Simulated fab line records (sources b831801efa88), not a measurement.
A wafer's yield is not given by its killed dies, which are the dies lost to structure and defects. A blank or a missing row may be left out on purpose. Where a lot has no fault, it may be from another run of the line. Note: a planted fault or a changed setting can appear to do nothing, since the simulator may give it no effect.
fab line records / flow sky130 / part 2 of 2: steps 28 to 39 of 39
record lots=5 wafers=15 lastDay=50
route steps=708 shown CAP2M@608 METAL4@621 VIA4@639
lots that met no fault: taken from a fault-free run of the same line
startH: hours from the record's first day to the start of the lot's first wafer shown / waitH: how many hours have passed since the lot's step before this one / " repeats the value in the row above / L1.1+2: one row covering several wafers at once / - no value, or no start was given / * or withheld: withheld / < > ~ a bound
route shown NAME@n: a module of which the file shows steps, and the number in the route of the first / usual: mean/standard deviation of fault-free wafers / same: alike in all rows / chamber/n: place in a boat / sites: each site's reading / _std_site: the values' standard deviation / _edge_site: inner sites' mean taken away from outer sites' mean / radiusMm: how far each site lies from the wafer's centre / mask NAME#n: copy n / behind: the tool/chamber that last shaped the wafer / hold: cause of the lot's hold/its duration in hours/its outcome / device: the transistor (n, p or np) that didn't switch / end of line: the tests these same wafers got at the end of their route / step lacking rows: just its recipe / killed: count of dies lost to structure and defects at first sort (not the wafer's yield) / map: the dies of a wafer, with x for killed, . for not killed, _ for no die there
set.NAME: setting as actually run; set.NAME@STEP: the setting as run at that earlier step / model.NAME: the simulator's own value behind a step, which no gauge read
lots seen at some steps along the route; tables by step, rows by wafer
services: a tool's chamber out of use, with start hour (startH, from the record's first day; less than 0 if before it), hours out, and reason
## steps
# step SKY_METAL4_STRIP_19
# recipe chemistry=O2/N2 powerW=1400 pressureMtorr=1500 platenTempC=withheld o2FlowSccm=3000 n2FlowSccm=300 overashFraction=0.5
# usual drypumpMotorCurrentA=5.9/0.47 oesProductAu=0.498/0.0058 stripTimeToEndpointS=6.43/0.094
lot.wafer=L081.1 tool=plasmaAsher-02 chamber=0 startH=1030.96 waitH=0.1 drypumpMotorCurrentA=6.3 oesProductAu=0.504 rfHoursCounterH=28 stripTimeToEndpointS=6.41
lot.wafer=L081.4 tool=plasmaAsher-02 chamber=1 startH=1030.96 waitH=0.1 drypumpMotorCurrentA=6.4 oesProductAu=0.499 rfHoursCounterH=- stripTimeToEndpointS=6.53
lot.wafer=L081.5 tool=plasmaAsher-02 chamber=0 startH=1030.96 waitH=0.1 drypumpMotorCurrentA=6.3 oesProductAu=0.495 rfHoursCounterH=- stripTimeToEndpointS=6.42
lot.wafer=L084.2 tool=plasmaAsher-01 chamber=0 startH=1056.88 waitH=0.1 drypumpMotorCurrentA=5.5 oesProductAu=0.499 rfHoursCounterH=96 stripTimeToEndpointS=6.37
lot.wafer=L084.5 tool=plasmaAsher-01 chamber=1 startH=1056.88 waitH=0.1 drypumpMotorCurrentA=5.5 oesProductAu=0.505 rfHoursCounterH=- stripTimeToEndpointS=6.52
lot.wafer=L084.6 tool=plasmaAsher-01 chamber=0 startH=1056.88 waitH=0.1 drypumpMotorCurrentA=5.5 oesProductAu=0.494 rfHoursCounterH=- stripTimeToEndpointS=6.42
lot.wafer=L089.2 tool=plasmaAsher-01 chamber=0 startH=1079.83 waitH=0.1 drypumpMotorCurrentA=5.5 oesProductAu=0.509 rfHoursCounterH=99 stripTimeToEndpointS=6.66
lot.wafer=L089.4 tool=plasmaAsher-01 chamber=1 startH=1079.83 waitH=0.1 drypumpMotorCurrentA=5.4 oesProductAu=0.497 rfHoursCounterH=- stripTimeToEndpointS=6.48
lot.wafer=L089.6 tool=plasmaAsher-01 chamber=0 startH=1079.83 waitH=0.1 drypumpMotorCurrentA=5.5 oesProductAu=0.502 rfHoursCounterH=- stripTimeToEndpointS=6.60
lot.wafer=L093.1 tool=plasmaAsher-01 chamber=1 startH=1107.38 waitH=0.1 drypumpMotorCurrentA=5.4 oesProductAu=0.502 rfHoursCounterH=101 stripTimeToEndpointS=6.55
lot.wafer=L093.2 tool=plasmaAsher-01 chamber=0 startH=1107.38 waitH=0.1 drypumpMotorCurrentA=5.5 oesProductAu=0.502 rfHoursCounterH=101 stripTimeToEndpointS=6.39
lot.wafer=L093.3 tool=plasmaAsher-01 chamber=0 startH=1107.38 waitH=0.1 drypumpMotorCurrentA=5.5 oesProductAu=0.502 rfHoursCounterH=- stripTimeToEndpointS=6.39
lot.wafer=L097.2 tool=plasmaAsher-02 chamber=0 startH=1127.33 waitH=0.1 drypumpMotorCurrentA=6.3 oesProductAu=0.496 rfHoursCounterH=38 stripTimeToEndpointS=6.21
lot.wafer=L097.3 tool=plasmaAsher-02 chamber=1 startH=1127.33 waitH=0.1 drypumpMotorCurrentA=6.5 oesProductAu=0.491 rfHoursCounterH=- stripTimeToEndpointS=6.29
lot.wafer=L097.5 tool=plasmaAsher-02 chamber=1 startH=1127.33 waitH=0.1 drypumpMotorCurrentA=6.5 oesProductAu=0.501 rfHoursCounterH=- stripTimeToEndpointS=6.37
# step SKY_METAL4_STRIP_20
# recipe chemistry=postEtchResidueRemover timeS=1200 tempC=72.5
# usual bathGuardTempC=72.6/0.47
# same timeS=1200
lot.wafer=L081.1 tool=wetBench-02 chamber=2 startH=1031.06 waitH=0.1 bathGuardTempC=73.4
lot.wafer=L081.4 tool=wetBench-02 chamber=2 startH=1031.06 waitH=0.1 bathGuardTempC=73.0
lot.wafer=L081.5 tool=wetBench-02 chamber=2 startH=1031.06 waitH=0.1 bathGuardTempC=73.3
lot.wafer=L084.2 tool=wetBench-04 chamber=3 startH=1056.98 waitH=0.1 bathGuardTempC=73.0
lot.wafer=L084.5 tool=wetBench-04 chamber=3 startH=1056.98 waitH=0.1 bathGuardTempC=73.2
lot.wafer=L084.6 tool=wetBench-04 chamber=3 startH=1056.98 waitH=0.1 bathGuardTempC=72.8
lot.wafer=L089.2 tool=wetBench-02 chamber=3 startH=1079.93 waitH=0.1 bathGuardTempC=73.6
lot.wafer=L089.4 tool=wetBench-02 chamber=3 startH=1079.93 waitH=0.1 bathGuardTempC=73.8
lot.wafer=L089.6 tool=wetBench-02 chamber=3 startH=1079.93 waitH=0.1 bathGuardTempC=73.7
lot.wafer=L093.1 tool=wetBench-02 chamber=1 startH=1107.48 waitH=0.1 bathGuardTempC=72.7
lot.wafer=L093.2 tool=wetBench-02 chamber=1 startH=1107.48 waitH=0.1 bathGuardTempC=72.9
lot.wafer=L093.3 tool=wetBench-02 chamber=1 startH=1107.48 waitH=0.1 bathGuardTempC=72.5
lot.wafer=L097.2 tool=wetBench-04 chamber=2 startH=1127.43 waitH=0.1 bathGuardTempC=72.2
lot.wafer=L097.3 tool=wetBench-04 chamber=2 startH=1127.43 waitH=0.1 bathGuardTempC=72.6
lot.wafer=L097.5 tool=wetBench-04 chamber=2 startH=1127.43 waitH=0.1 bathGuardTempC=72.3
# step SKY_METAL4_CLEAN_21
# recipe chemistry=IPA timeS=180 tempC=25
# same timeS=180
lot.wafer=L081.1+4+5 tool=wetBench-04 chamber=3 startH=1031.43 waitH=0.0
lot.wafer=L084.2+5+6 tool=wetBench-02 chamber=1 startH=1057.35 waitH=0.0
lot.wafer=L089.2+4+6 tool=wetBench-01 chamber=3 startH=1080.27 waitH=0.0
lot.wafer=L093.1+2+3 tool=wetBench-04 chamber=1 startH=1107.85 waitH=0.0
lot.wafer=L097.2+3+5 tool=wetBench-01 chamber=1 startH=1127.80 waitH=0.0
# step SKY_METAL4_CLEAN_22
# recipe chemistry=O3/DIW dry=n2Spin
lot.wafer=L081.1+4+5 tool=wetBench-01 chamber=0 startH=1031.50 waitH=0.0
lot.wafer=L084.2+5+6 tool=wetBench-01 chamber=0 startH=1057.41 waitH=0.0
lot.wafer=L089.2+4+6 tool=wetBench-01 chamber=0 startH=1080.33 waitH=0.0
lot.wafer=L093.1+2+3 tool=wetBench-02 chamber=0 startH=1107.91 waitH=0.0
lot.wafer=L097.2+3+5 tool=wetBench-01 chamber=2 startH=1127.86 waitH=0.0
# step SKY_VIA4_HDPCVD_00
# recipe material=SiO2 targetThkNm=1750 sigmaOpenFrac=0.3 timeS=291.7 tempC=400 sih4FlowSccm=60 pressureMtorr=6
# same timeS=291.7
lot.wafer=L081.1+4+5 tool=hdpcvd-01 chamber=0,0,1 startH=1031.59 waitH=0.0
lot.wafer=L084.2+5+6 tool=hdpcvd-02 chamber=1,0,2 startH=1057.50 waitH=0.0
lot.wafer=L089.2+4+6 tool=hdpcvd-02 chamber=1,0,2 startH=1080.42 waitH=0.0
lot.wafer=L093.1+2+3 tool=hdpcvd-01 chamber=0,2,1 startH=1108.01 waitH=0.0
lot.wafer=L097.2+3+5 tool=hdpcvd-01 chamber=0,2,0 startH=1127.95 waitH=0.0
# step SKY_VIA4_THK_MEAS_01
# recipe reads=SiO2_of_VIA4_HDPCVD_00
# usual VIA4_HDPCVD_THK=1748/36
lot.wafer=L081.1 tool=filmMetro-01 chamber=- startH=1031.77 waitH=0.1 VIA4_HDPCVD_THK[nm]=1693
lot.wafer=L081.4 tool=filmMetro-01 chamber=- startH=1031.77 waitH=0.1 VIA4_HDPCVD_THK[nm]=1698
lot.wafer=L081.5 tool=filmMetro-01 chamber=- startH=1031.77 waitH=0.1 VIA4_HDPCVD_THK[nm]=1717
lot.wafer=L084.2 tool=filmMetro-03 chamber=- startH=1057.69 waitH=0.1 VIA4_HDPCVD_THK[nm]=1788
lot.wafer=L084.5 tool=filmMetro-03 chamber=- startH=1057.69 waitH=0.1 VIA4_HDPCVD_THK[nm]=1763
lot.wafer=L084.6 tool=filmMetro-03 chamber=- startH=1057.69 waitH=0.1 VIA4_HDPCVD_THK[nm]=1770
lot.wafer=L089.2 tool=filmMetro-03 chamber=- startH=1080.61 waitH=0.1 VIA4_HDPCVD_THK[nm]=1810
lot.wafer=L089.4 tool=filmMetro-03 chamber=- startH=1080.61 waitH=0.1 VIA4_HDPCVD_THK[nm]=1780
lot.wafer=L089.6 tool=filmMetro-03 chamber=- startH=1080.61 waitH=0.1 VIA4_HDPCVD_THK[nm]=1782
lot.wafer=L093.1 tool=filmMetro-01 chamber=- startH=1108.19 waitH=0.1 VIA4_HDPCVD_THK[nm]=1690
lot.wafer=L093.2 tool=filmMetro-01 chamber=- startH=1108.19 waitH=0.1 VIA4_HDPCVD_THK[nm]=1707
lot.wafer=L093.3 tool=filmMetro-01 chamber=- startH=1108.19 waitH=0.1 VIA4_HDPCVD_THK[nm]=1744
lot.wafer=L097.2 tool=filmMetro-02 chamber=- startH=1128.14 waitH=0.1 VIA4_HDPCVD_THK[nm]=1702
lot.wafer=L097.3 tool=filmMetro-02 chamber=- startH=1128.14 waitH=0.1 VIA4_HDPCVD_THK[nm]=1707
lot.wafer=L097.5 tool=filmMetro-02 chamber=- startH=1128.14 waitH=0.1 VIA4_HDPCVD_THK[nm]=1668
# step SKY_VIA4_CMP_02
# recipe material=SiO2 downForcePsi=4 platenRpm=60 padVelocityMS=0.94248
# usual edgeZonePressureFrac=1.000/0.0047 headPressurePsi=4.000/0.009 motorCurrentA=12.8/1.1 slurryFilterDpKPa=13.52/0.14
lot.wafer=L081.1 tool=cmp-02 chamber=0 startH=1031.83 waitH=0.1 edgeZonePressureFrac=1.002 headPressurePsi=3.998 motorCurrentA=15.0 slurryFilterDpKPa=13.48
lot.wafer=L081.4 tool=cmp-02 chamber=3 startH=1031.83 waitH=0.1 edgeZonePressureFrac=1.002 headPressurePsi=4.006 motorCurrentA=11.1 slurryFilterDpKPa=13.60
lot.wafer=L081.5 tool=cmp-02 chamber=0 startH=1031.83 waitH=0.1 edgeZonePressureFrac=1.008 headPressurePsi=4.003 motorCurrentA=14.5 slurryFilterDpKPa=13.59
lot.wafer=L084.2 tool=cmp-02 chamber=2 startH=1057.89 waitH=0.2 edgeZonePressureFrac=1.007 headPressurePsi=3.996 motorCurrentA=12.9 slurryFilterDpKPa=13.71
lot.wafer=L084.5 tool=cmp-02 chamber=3 startH=1057.89 waitH=0.2 edgeZonePressureFrac=0.993 headPressurePsi=3.990 motorCurrentA=10.3 slurryFilterDpKPa=13.40
lot.wafer=L084.6 tool=cmp-02 chamber=0 startH=1057.89 waitH=0.2 edgeZonePressureFrac=0.996 headPressurePsi=4.021 motorCurrentA=15.1 slurryFilterDpKPa=13.84
lot.wafer=L089.4 tool=cmp-02 chamber=3 startH=1080.76 waitH=0.1 edgeZonePressureFrac=0.997 headPressurePsi=4.003 motorCurrentA=10.7 slurryFilterDpKPa=13.49
lot.wafer=L089.2 tool=cmp-02 chamber=0 startH=1080.76 waitH=0.1 edgeZonePressureFrac=1.001 headPressurePsi=4.008 motorCurrentA=15.3 slurryFilterDpKPa=13.47
lot.wafer=L089.6 tool=cmp-02 chamber=2 startH=1080.76 waitH=0.1 edgeZonePressureFrac=1.006 headPressurePsi=4.019 motorCurrentA=12.9 slurryFilterDpKPa=13.59
lot.wafer=L093.3 tool=cmp-02 chamber=3 startH=1108.30 waitH=0.1 edgeZonePressureFrac=1.001 headPressurePsi=3.997 motorCurrentA=11.3 slurryFilterDpKPa=13.38
lot.wafer=L093.2 tool=cmp-02 chamber=0 startH=1108.30 waitH=0.1 edgeZonePressureFrac=1.003 headPressurePsi=4.000 motorCurrentA=14.8 slurryFilterDpKPa=13.53
lot.wafer=L093.1 tool=cmp-02 chamber=1 startH=1108.30 waitH=0.1 edgeZonePressureFrac=1.004 headPressurePsi=4.011 motorCurrentA=12.8 slurryFilterDpKPa=13.67
lot.wafer=L097.3 tool=cmp-02 chamber=3 startH=1128.19 waitH=0.0 edgeZonePressureFrac=1.007 headPressurePsi=3.997 motorCurrentA=11.4 slurryFilterDpKPa=13.81
lot.wafer=L097.2 tool=cmp-02 chamber=1 startH=1128.19 waitH=0.0 edgeZonePressureFrac=0.999 headPressurePsi=4.004 motorCurrentA=13.5 slurryFilterDpKPa=13.48
lot.wafer=L097.5 tool=cmp-02 chamber=0 startH=1128.19 waitH=0.0 edgeZonePressureFrac=0.999 headPressurePsi=4.018 motorCurrentA=14.8 slurryFilterDpKPa=13.22
# step SKY_VIA4_BOW_MEAS_03
# recipe mode=bow
# usual VIA4_BOW=79/8.2
lot.wafer=L081.1 tool=filmMetro-02 chamber=- startH=1032.13 waitH=0.2 VIA4_BOW[um]=83
lot.wafer=L081.4 tool=filmMetro-02 chamber=- startH=1032.13 waitH=0.2 VIA4_BOW[um]=82
lot.wafer=L081.5 tool=filmMetro-02 chamber=- startH=1032.13 waitH=0.2 VIA4_BOW[um]=83
lot.wafer=L084.2 tool=filmMetro-03 chamber=- startH=1058.06 waitH=0.1 VIA4_BOW[um]=76
lot.wafer=L084.5 tool=filmMetro-03 chamber=- startH=1058.06 waitH=0.1 VIA4_BOW[um]=75
lot.wafer=L084.6 tool=filmMetro-03 chamber=- startH=1058.06 waitH=0.1 VIA4_BOW[um]=77
lot.wafer=L089.2 tool=filmMetro-03 chamber=- startH=1080.98 waitH=0.1 VIA4_BOW[um]=75
lot.wafer=L089.4 tool=filmMetro-03 chamber=- startH=1080.98 waitH=0.1 VIA4_BOW[um]=80
lot.wafer=L089.6 tool=filmMetro-03 chamber=- startH=1080.98 waitH=0.1 VIA4_BOW[um]=72
lot.wafer=L093.1 tool=filmMetro-03 chamber=- startH=1108.61 waitH=0.2 VIA4_BOW[um]=71
lot.wafer=L093.2 tool=filmMetro-03 chamber=- startH=1108.61 waitH=0.2 VIA4_BOW[um]=80
lot.wafer=L093.3 tool=filmMetro-03 chamber=- startH=1108.61 waitH=0.2 VIA4_BOW[um]=81
lot.wafer=L097.2 tool=filmMetro-01 chamber=- startH=1128.51 waitH=0.2 VIA4_BOW[um]=90
lot.wafer=L097.3 tool=filmMetro-01 chamber=- startH=1128.51 waitH=0.2 VIA4_BOW[um]=86
lot.wafer=L097.5 tool=filmMetro-01 chamber=- startH=1128.51 waitH=0.2 VIA4_BOW[um]=86
# step SKY_VIA4_DEHYDRATE_04
# recipe tempC=200 timeS=60
# usual plateTempC=199.99/0.16
# same timeS=60
lot.wafer=L081.1 tool=lithoTrack-04 chamber=0 startH=1042.64 waitH=10.5 plateTempC=199.97
lot.wafer=L081.4 tool=lithoTrack-04 chamber=0 startH=1042.64 waitH=10.5 plateTempC=199.84
lot.wafer=L081.5 tool=lithoTrack-04 chamber=0 startH=1042.64 waitH=10.5 plateTempC=199.95
lot.wafer=L084.2 tool=lithoTrack-04 chamber=0 startH=1068.67 waitH=10.6 plateTempC=199.82
lot.wafer=L084.5 tool=lithoTrack-04 chamber=0 startH=1068.67 waitH=10.6 plateTempC=199.68
lot.wafer=L084.6 tool=lithoTrack-04 chamber=0 startH=1068.67 waitH=10.6 plateTempC=199.70
lot.wafer=L089.2 tool=lithoTrack-02 chamber=0 startH=1090.93 waitH=9.9 plateTempC=199.88
lot.wafer=L089.4 tool=lithoTrack-02 chamber=0 startH=1090.93 waitH=9.9 plateTempC=199.95
lot.wafer=L089.6 tool=lithoTrack-02 chamber=0 startH=1090.93 waitH=9.9 plateTempC=200.02
lot.wafer=L093.1 tool=lithoTrack-02 chamber=0 startH=1117.76 waitH=9.1 plateTempC=199.79
lot.wafer=L093.2 tool=lithoTrack-02 chamber=0 startH=1117.76 waitH=9.1 plateTempC=200.10
lot.wafer=L093.3 tool=lithoTrack-02 chamber=0 startH=1117.76 waitH=9.1 plateTempC=199.84
lot.wafer=L097.2 tool=lithoTrack-01 chamber=0 startH=1137.27 waitH=8.7 plateTempC=200.07
lot.wafer=L097.3 tool=lithoTrack-01 chamber=0 startH=1137.27 waitH=8.7 plateTempC=200.10
lot.wafer=L097.5 tool=lithoTrack-01 chamber=0 startH=1137.27 waitH=8.7 plateTempC=200.02
# step SKY_VIA4_HMDS_05
# recipe primeTimeS=60 primeTempC=120
lot.wafer=L081.1+4+5 tool=lithoTrack-04 chamber=0 startH=1042.79 waitH=0.1
lot.wafer=L084.2+5+6 tool=lithoTrack-04 chamber=0 startH=1068.82 waitH=0.1
lot.wafer=L089.2+4+6 tool=lithoTrack-02 chamber=0 startH=1091.08 waitH=0.1
lot.wafer=L093.1+2+3 tool=lithoTrack-02 chamber=0 startH=1117.91 waitH=0.1
lot.wafer=L097.2+3+5 tool=lithoTrack-01 chamber=0 startH=1137.42 waitH=0.1
# step SKY_VIA4_COAT_06
# recipe resist=NOVOLAK spinRpm=3000 resistThkNm=1140
lot.wafer=L081.1+4+5 tool=lithoTrack-04 chamber=0 startH=1042.94 waitH=0.1
lot.wafer=L084.2+5+6 tool=lithoTrack-04 chamber=0 startH=1068.97 waitH=0.1
lot.wafer=L089.2+4+6 tool=lithoTrack-02 chamber=0 startH=1091.23 waitH=0.1
lot.wafer=L093.1+2+3 tool=lithoTrack-02 chamber=0 startH=1118.06 waitH=0.1
lot.wafer=L097.2+3+5 tool=lithoTrack-01 chamber=0 startH=1137.57 waitH=0.1
# step SKY_VIA4_SOFTBAKE_07
# recipe tempC=90 timeS=60 resist=NOVOLAK
# usual plateTempC=89.99/0.12
# same timeS=60
lot.wafer=L081.1 tool=lithoTrack-04 chamber=0 startH=1043.09 waitH=0.1 plateTempC=90.03
lot.wafer=L081.4 tool=lithoTrack-04 chamber=0 startH=1043.09 waitH=0.1 plateTempC=89.84
lot.wafer=L081.5 tool=lithoTrack-04 chamber=0 startH=1043.09 waitH=0.1 plateTempC=89.95
lot.wafer=L084.2 tool=lithoTrack-04 chamber=0 startH=1069.12 waitH=0.1 plateTempC=90.04
lot.wafer=L084.5 tool=lithoTrack-04 chamber=0 startH=1069.12 waitH=0.1 plateTempC=89.86
lot.wafer=L084.6 tool=lithoTrack-04 chamber=0 startH=1069.12 waitH=0.1 plateTempC=89.91
lot.wafer=L089.2 tool=lithoTrack-02 chamber=0 startH=1091.38 waitH=0.1 plateTempC=89.95
lot.wafer=L089.4 tool=lithoTrack-02 chamber=0 startH=1091.38 waitH=0.1 plateTempC=90.10
lot.wafer=L089.6 tool=lithoTrack-02 chamber=0 startH=1091.38 waitH=0.1 plateTempC=90.11
lot.wafer=L093.1 tool=lithoTrack-02 chamber=0 startH=1118.21 waitH=0.1 plateTempC=90.06
lot.wafer=L093.2 tool=lithoTrack-02 chamber=0 startH=1118.21 waitH=0.1 plateTempC=89.92
lot.wafer=L093.3 tool=lithoTrack-02 chamber=0 startH=1118.21 waitH=0.1 plateTempC=89.71
lot.wafer=L097.2 tool=lithoTrack-01 chamber=0 startH=1137.72 waitH=0.1 plateTempC=90.19
lot.wafer=L097.3 tool=lithoTrack-01 chamber=0 startH=1137.72 waitH=0.1 plateTempC=89.88
lot.wafer=L097.5 tool=lithoTrack-01 chamber=0 startH=1137.72 waitH=0.1 plateTempC=90.09
## services
tool=plasmaAsher-01 chamber=- startH=973.34 hours=0.6 kind=repair
tool=krfScanner-01 chamber=- startH=979.56 hours=0.8 kind=pm
tool=krfScanner-01 chamber=- startH=980.56 hours=1.0 kind=pm
tool=rieDiel-02 chamber=0 startH=981.71 hours=9.3 kind=repair
tool=hdpcvd-02 chamber=- startH=981.87 hours=1.5 kind=repair
tool=cmp-02 chamber=- startH=991.10 hours=9.3 kind=repair
tool=krfScanner-01 chamber=- startH=994.05 hours=0.2 kind=repair
tool=plasmaAsher-02 chamber=- startH=1001.97 hours=5.1 kind=repair
tool=rieMetal-04 chamber=- startH=1006.62 hours=2.8 kind=pm
tool=cmp-02 chamber=- startH=1010.09 hours=7.9 kind=pm
tool=wetBench-02 chamber=- startH=1010.86 hours=1.9 kind=pm
tool=rieMetal-02 chamber=1 startH=1020.23 hours=7.6 kind=repair
tool=ilineStepper-02 chamber=- startH=1043.96 hours=3.1 kind=repair
tool=krfScanner-01 chamber=- startH=1048.36 hours=0.5 kind=repair
tool=plasmaAsher-01 chamber=- startH=1069.34 hours=1.6 kind=repair
tool=krfScanner-01 chamber=- startH=1069.48 hours=1.3 kind=pm
tool=cmp-02 chamber=- startH=1075.85 hours=2.2 kind=repair
tool=krfScanner-01 chamber=- startH=1078.32 hours=5.7 kind=repair
tool=cmp-02 chamber=- startH=1095.48 hours=3.0 kind=repair
tool=krfScanner-01 chamber=- startH=1105.25 hours=4.0 kind=pm
tool=rieMetal-01 chamber=0 startH=1111.80 hours=1.5 kind=repair
tool=rieMetal-04 chamber=0 startH=1113.05 hours=9.0 kind=repair
tool=cmp-02 chamber=- startH=1113.85 hours=0.3 kind=repair
tool=hdpcvd-01 chamber=0 startH=1116.90 hours=5.5 kind=repair
